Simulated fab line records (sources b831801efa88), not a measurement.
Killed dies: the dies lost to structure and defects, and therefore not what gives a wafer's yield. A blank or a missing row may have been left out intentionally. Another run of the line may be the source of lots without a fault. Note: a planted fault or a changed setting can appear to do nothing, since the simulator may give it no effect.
Which tool is to blame? :: flow sky130 :: 6 lots, 18 wafers sampled, at 3 steps of a route of 708

## WHAT THE GAUGES READ, wafer by wafer
SKY_GATE_OXIDE_THK_MEAS_02.
lot: L155
measured: day 14 10:23
on: film metro-01
GATE_OXIDE_OXIDATION_00_THK (nm): 10.36 10.41 10.24

lot: L157
measured: day 15 10:23
on: film metro-04
GATE_OXIDE_OXIDATION_00_THK (nm): 16.28 16.19 16.33

lot: L165
measured: day 17 14:02
on: film metro-01
GATE_OXIDE_OXIDATION_00_THK (nm): 16.81 16.95 16.97

lot: L169
measured: day 19 05:11
on: film metro-03
GATE_OXIDE_OXIDATION_00_THK (nm): 10.51 10.44 10.42

lot: L171
measured: day 19 16:55
on: film metro-03
GATE_OXIDE_OXIDATION_00_THK (nm): 10.71 10.78 10.38

lot: L175
measured: day 21 09:52
on: film metro-03
GATE_OXIDE_OXIDATION_00_THK (nm): 10.46 10.43 10.59

## EACH LOT AND THE TOOL THAT RAN IT (in order: tool; ch and the chambers of the sampled wafers; start)
lot: L155
SKY_SONOS_ONO_STRIP_17: plasma asher-03 ch 0,1, day 14 06:12
SKY_GATE_OXIDE_OXIDATION_01: furnace-01 ch 0, day 14 08:58

lot: L157
SKY_SONOS_ONO_STRIP_17: plasma asher-04 ch 0,1, day 15 07:08
SKY_GATE_OXIDE_OXIDATION_01: furnace-01 ch 0, day 15 07:20 and furnace-02 ch 0, day 15 08:59

lot: L165
SKY_SONOS_ONO_STRIP_17: plasma asher-01 ch 0,1, day 17 10:13
SKY_GATE_OXIDE_OXIDATION_01: furnace-02 ch 0, day 17 10:53 and furnace-01 ch 0, day 17 12:38

lot: L169
SKY_SONOS_ONO_STRIP_17: plasma asher-03 ch 0,1, day 19 03:35
SKY_GATE_OXIDE_OXIDATION_01: furnace-01 ch 0, day 19 03:47

lot: L171
SKY_SONOS_ONO_STRIP_17: plasma asher-01 ch 0,1, day 19 15:19
SKY_GATE_OXIDE_OXIDATION_01: furnace-01 ch 0, day 19 15:31

lot: L175
SKY_SONOS_ONO_STRIP_17: plasma asher-03 ch 0, day 21 06:01
SKY_GATE_OXIDE_OXIDATION_01: furnace-01 ch 0, day 21 08:27
- SKY_SONOS_ONO_STRIP_17: strips in O2/N2.
- SKY_GATE_OXIDE_OXIDATION_01: stabilise 600 s, purge 300 s, target thk 10.268 nm.

## THE ANSWER, worked out from the rows above alone
Rule: what is usual is taken from the lots themselves. The widest of any qualifying gaps counts: lots, ordered by their means at a reading, are off when they make up no more than a third of the lots, leave a main group of 4 or more, and stand apart from it by 3 or more times the standard deviation of that group's means. If all means in a main group match to the digits the tables above print for the reading, that group is not used. A lot without any number at a reading at which 4 lots or more have one is off too. Where the step has rows for the other lots, those lots are counted as sound.
Off: L157, L165, at SKY_GATE_OXIDE_THK_MEAS_02 (GATE_OXIDE_OXIDATION_00_THK). The main group has a mean of 10.48 nm with a standard deviation of 0.1.
If a tool, at a process step before that reading, ran all the lots that are off and no sound lot after the first of them, it fits. Gauges at SKY_GATE_OXIDE_THK_MEAS_02: tried the same way as those tools. One fits: furnace-02 at SKY_GATE_OXIDE_OXIDATION_01. It ran no sound lot before its first lot that is off in this sample, so the start can't be narrowed down.

## WHAT THE SIMULATOR PUT IN
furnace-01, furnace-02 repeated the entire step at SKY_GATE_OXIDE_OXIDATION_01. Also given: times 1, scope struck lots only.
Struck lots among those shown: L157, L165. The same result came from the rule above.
